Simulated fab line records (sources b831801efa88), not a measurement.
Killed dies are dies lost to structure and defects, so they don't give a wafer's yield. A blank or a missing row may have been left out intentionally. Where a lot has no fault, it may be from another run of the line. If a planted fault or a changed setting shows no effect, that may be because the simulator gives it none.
fab line records	flow sky130	part 2 of 2: steps 31 to 41 of 41
record: lots: 5	wafers: 15	last_day: 50
route steps=708 shown CAP2M@604 METAL4@621 VIA4@639
lots that met no fault: taken from a fault-free run of the same line
start_h: start of the lot's first displayed wafer, in hours after the record's first day	wait_h: hours elapsed since this lot's preceding step	" identical to the entry in the row above	L1.1+2: a single row standing in for several wafers	- no value present, or no start provided	* or withheld: withheld	< > ~ a bound
route shown NAME@n: a module of which the file shows steps, and the number in the route of the first	usual: mean/standard deviation of fault-free wafers	same: alike in all rows	chamber/n: place in a boat	sites: the reading at each site	_std_site: the values' standard deviation	_edge_site: the outer-site mean with the inner-site mean subtracted	radius_mm: for every site, how far away it sits from the centre of the wafer	mask NAME#n: copy n	behind: the tool/chamber that last shaped the wafer	hold: reason for holding the lot/hours on hold/outcome of the hold	device: transistor that didn't switch, given as n, p or np	end of line: the tests these same wafers got at the end of their route	where a step has no rows: the recipe by itself	killed: the dies lost at the first sort to structure and to defects; this is not the yield of the wafer	map: shows each die of a wafer: x if killed, . if not, _ if none is there
set.NAME: the run value of the setting; set.NAME@STEP: its run value at that earlier step	model.NAME: the simulator's own value behind a step, which no gauge read
a table for each step, a row for each wafer; lots at some steps of the route
services: when a tool's chamber went out of use (start_h, in hours from the record's first day, below 0 if earlier), for how many hours, and the reason
== steps ==
step: SKY_METAL4_METAL_ETCH_18
recipe: target_depth_a: 8450	stop_on: SiO2	over_etch_frac: 0.3	time_s: 183.1	chemistry: Cl2/BCl3	resist_sidewall_deg: 88	pressure_mtorr: 10	icp_w: 900	bias_w: 48.5	Cl2_flow_sccm: 60	bcl3_flow_sccm: 30
usual: bias_w: 48.50/0.15	drypump_motor_current_A: 5.4/0.56	oes_product_au: 0.862/0.0066	throttle_valve_pct: 22.265/0.0091
lot.wafer	tool	chamber	start_h	wait_h	bias_w	drypump_motor_current_A	oes_product_au	rf_hours_counter_h	throttle_valve_pct
L081.1	rie_metal-03	0	1058.14	0.0	48.64	4.9	0.859	11	22.248
L081.2	"	1	"	"	48.41	5.5	0.868	19	22.282
L081.4	"	0	"	"	48.48	4.9	0.853	-	22.263
L087.1	rie_metal-03	0	1072.34	0.0	48.74	4.9	0.860	12	22.271
L087.4	"	0	"	"	48.67	4.9	0.869	-	22.267
L087.5	"	1	"	"	48.74	5.4	0.870	-	22.253
L091.2	rie_metal-01	0	1103.69	0.0	48.56	6.5	0.860	11	22.278
L091.3	"	0	"	"	48.64	6.5	0.864	-	22.258
L091.4	"	1	"	"	48.55	5.6	0.868	-	22.270
L095.1	rie_metal-02	1	1127.57	0.0	48.44	5.3	0.855	11	22.253
L095.2	"	0	"	"	48.41	4.7	0.853	5	22.269
L095.3	"	1	"	"	48.42	5.3	0.874	-	22.253
L096.3	rie_metal-03	1	1127.90	0.1	48.61	5.5	0.854	-	22.270
L096.5	"	1	"	"	48.67	5.5	0.855	-	22.260
L096.6	"	0	"	"	48.45	4.9	0.866	-	22.250
step: SKY_METAL4_STRIP_19
recipe: chemistry: O2/N2	power_w: 1400	pressure_mtorr: 1500	platen_temp_c: withheld	o2_flow_sccm: 3000	n2_flow_sccm: 300	overash_fraction: 0.5
usual: drypump_motor_current_A: 5.63/0.22	oes_product_au: 0.501/0.0059	strip_time_to_endpoint_s: 6.53/0.095
lot.wafer	tool	chamber	start_h	wait_h	drypump_motor_current_A	oes_product_au	rf_hours_counter_h	strip_time_to_endpoint_s
L081.1	plasma_asher-02	1	1058.32	0.1	5.71	0.499	29	6.53
L081.2	"	0	"	"	5.91	0.504	29	6.45
L081.4	"	0	"	"	5.90	0.500	-	6.56
L087.1	plasma_asher-03	1	1072.52	0.1	5.83	0.504	61	6.57
L087.4	"	1	"	"	5.81	0.497	-	6.57
L087.5	"	0	"	"	5.47	0.488	-	6.37
L091.2	plasma_asher-03	0	1103.87	0.1	5.48	0.501	64	6.51
L091.3	"	0	"	"	5.39	0.497	-	6.54
L091.4	"	1	"	"	5.86	0.497	-	6.47
L095.1	plasma_asher-04	0	1127.75	0.1	5.70	0.498	100	6.59
L095.2	"	1	"	"	5.28	0.511	100	6.63
L095.3	"	1	"	"	5.28	0.501	-	6.58
L096.3	plasma_asher-03	1	1128.05	0.1	5.83	0.492	-	6.35
L096.5	"	1	"	"	5.83	0.495	-	6.35
L096.6	"	0	"	"	5.37	0.502	-	6.50
step: SKY_METAL4_STRIP_20
recipe: chemistry: post_etch_residue_remover	time_s: 1200	temp_c: 72.5
lot.wafer	tool	chamber	start_h	wait_h
L081.1+2+4	wet_bench-04	0	1058.42	0.1
L087.1+4+5	wet_bench-02	3	1072.62	0.1
L091.2+3+4	wet_bench-01	0	1103.97	0.1
L095.1+2+3	wet_bench-02	3	1127.85	0.1
L096.3+5+6	wet_bench-01	3	1128.13	0.0
step: SKY_METAL4_CLEAN_21
recipe: chemistry: IPA	time_s: 180	temp_c: 25
lot.wafer	tool	chamber	start_h	wait_h
L081.1+2+4	wet_bench-02	3	1058.76	0.0
L087.1+4+5	wet_bench-01	2	1072.96	0.0
L091.2+3+4	wet_bench-04	3	1104.38	0.0
L095.1+2+3	wet_bench-02	3	1128.19	0.0
L096.3+5+6	wet_bench-04	3	1128.47	0.0
step: SKY_METAL4_CLEAN_22
recipe: chemistry: O3/DIW	dry: n2_spin
lot.wafer	tool	chamber	start_h	wait_h
L081.1+2+4	wet_bench-04	3	1058.82	0.0
L087.1+4+5	wet_bench-04	0	1073.02	0.0
L091.2+3+4	wet_bench-04	0	1104.44	0.0
L095.1+2+3	wet_bench-04	2	1128.25	0.0
L096.3+5+6	wet_bench-01	2	1128.53	0.0
step: SKY_VIA4_HDPCVD_00
recipe: material: SiO2	target_thk_nm: 1750	sigma_open_frac: 0.3	time_s: 291.7	temp_c: 400	sih4_flow_sccm: 60	pressure_mtorr: 6
usual: susceptor_temp_C: 400.00/0.23
lot.wafer	tool	chamber	start_h	wait_h	susceptor_temp_C
L081.1	hdpcvd-01	2	1058.91	0.0	400.01
L081.2	"	0	"	"	399.93
L081.4	"	2	"	"	400.25
L087.1	hdpcvd-01	2	1073.11	0.0	399.98
L087.4	"	0	"	"	400.19
L087.5	"	1	"	"	399.83
L091.2	hdpcvd-02	1	1104.53	0.0	399.80
L091.3	"	0	"	"	399.95
L091.4	"	1	"	"	399.74
L095.1	hdpcvd-02	2	1128.34	0.0	399.97
L095.2	"	1	"	"	400.01
L095.3	"	0	"	"	399.96
L096.3	hdpcvd-01	1	1128.62	0.0	399.88
L096.5	"	2	"	"	399.90
L096.6	"	1	"	"	400.11
step: SKY_VIA4_THK_MEAS_01
recipe: reads: SiO2_of_VIA4_HDPCVD_00
usual: VIA4_HDPCVD_THK: 1743/16
lot.wafer	tool	chamber	start_h	wait_h	VIA4_HDPCVD_THK[nm]
L081.1	film_metro-01	-	1059.18	0.2	1743
L081.2	"	-	"	"	1751
L081.4	"	-	"	"	1729
L087.1	film_metro-01	-	1073.29	0.1	1735
L087.4	"	-	"	"	1740
L087.5	"	-	"	"	1759
L091.2	film_metro-01	-	1104.72	0.1	1740
L091.3	"	-	"	"	1726
L091.4	"	-	"	"	1762
L095.1	film_metro-01	-	1128.52	0.1	1758
L095.2	"	-	"	"	1740
L095.3	"	-	"	"	1751
L096.3	film_metro-01	-	1128.82	0.1	1737
L096.5	"	-	"	"	1731
L096.6	"	-	"	"	1731
step: SKY_VIA4_CMP_02
recipe: material: SiO2	down_force_psi: 4	platen_rpm: 60	pad_velocity_m_s: 0.94248
usual: motor_current_A: 11.9/1.6
lot.wafer	tool	chamber	start_h	wait_h	motor_current_A
L081.4	cmp-01	3	1059.52	0.3	10.5
L081.2	"	0	"	"	9.7
L081.1	"	1	"	"	13.1
L087.1	cmp-01	2	1073.45	0.1	13.2
L087.4	"	3	"	"	10.6
L087.5	"	1	"	"	12.8
L091.3	cmp-01	3	1107.80	3.1	10.2
L091.4	"	0	"	"	10.1
L091.2	"	2	"	"	13.6
L095.3	cmp-02	3	1129.20	0.7	12.7
L095.1	"	0	"	"	12.6
L095.2	"	2	"	"	12.5
L096.3	cmp-01	2	1129.32	0.5	13.9
L096.5	"	1	"	"	12.2
L096.6	"	2	"	"	13.6
step: SKY_VIA4_BOW_MEAS_03
recipe: mode: bow
usual: VIA4_BOW: 80/7.8
lot.wafer	tool	chamber	start_h	wait_h	VIA4_BOW[um]
L081.1	film_metro-01	-	1059.84	0.2	85
L081.2	"	-	"	"	89
L081.4	"	-	"	"	85
L087.1	film_metro-01	-	1073.65	0.1	80
L087.4	"	-	"	"	69
L087.5	"	-	"	"	70
L091.2	film_metro-01	-	1108.12	0.1	77
L091.3	"	-	"	"	81
L091.4	"	-	"	"	83
L095.1	film_metro-02	-	1129.50	0.2	83
L095.2	"	-	"	"	70
L095.3	"	-	"	"	81
L096.3	film_metro-01	-	1129.63	0.3	76
L096.5	"	-	"	"	73
L096.6	"	-	"	"	68
step: SKY_VIA4_DEHYDRATE_04
recipe: temp_c: 200	time_s: 60
lot.wafer	tool	chamber	start_h	wait_h
L081.1+2+4	litho_track-03	0	1070.19	10.3
L087.1+4+5	litho_track-02	0	1083.38	9.7
L091.2+3+4	litho_track-03	0	1116.51	8.4
L095.1+2+3	litho_track-02	0	1138.58	9.1
L096.3+5+6	litho_track-04	0	1139.02	9.4
step: SKY_VIA4_HMDS_05
recipe: prime_time_s: 60	prime_temp_c: 120
lot.wafer	tool	chamber	start_h	wait_h
L081.1+2+4	litho_track-03	0	1070.34	0.1
L087.1+4+5	litho_track-02	0	1083.53	0.1
L091.2+3+4	litho_track-03	0	1116.66	0.1
L095.1+2+3	litho_track-02	0	1138.73	0.1
L096.3+5+6	litho_track-04	0	1139.17	0.1
== services ==
tool	chamber	start_h	hours	kind
iline_stepper-01	-	989.65	4.5	repair
rie_diel-01	-	992.18	2.8	pm
rie_metal-02	-	997.25	2.8	pm
rie_diel-04	-	997.98	0.2	repair
cmp-01	-	1001.59	17.6	pm
iline_stepper-02	-	1002.72	4.4	pm
iline_stepper-02	-	1035.26	5.7	repair
rie_diel-04	0	1036.99	5.0	repair
iline_stepper-01	-	1040.99	4.4	pm
hdpcvd-01	1	1043.55	22.5	repair
plasma_asher-03	-	1049.32	12.8	repair
rie_diel-01	1	1050.78	21.2	repair
plasma_asher-01	-	1055.31	9.0	pm
plasma_asher-04	-	1061.27	22.5	repair
rie_metal-01	-	1069.96	14.6	pm
krf_scanner-02	-	1074.84	0.8	pm
rie_metal-03	-	1084.70	2.7	repair
krf_scanner-02	-	1090.52	1.3	pm
plasma_asher-04	-	1097.53	3.5	repair
cmp-01	-	1101.00	1.3	repair
cmp-01	-	1106.19	1.0	repair
iline_stepper-01	-	1113.86	1.7	pm
rie_diel-04	1	1122.01	14.9	repair
plasma_asher-03	-	1135.54	15.6	pm
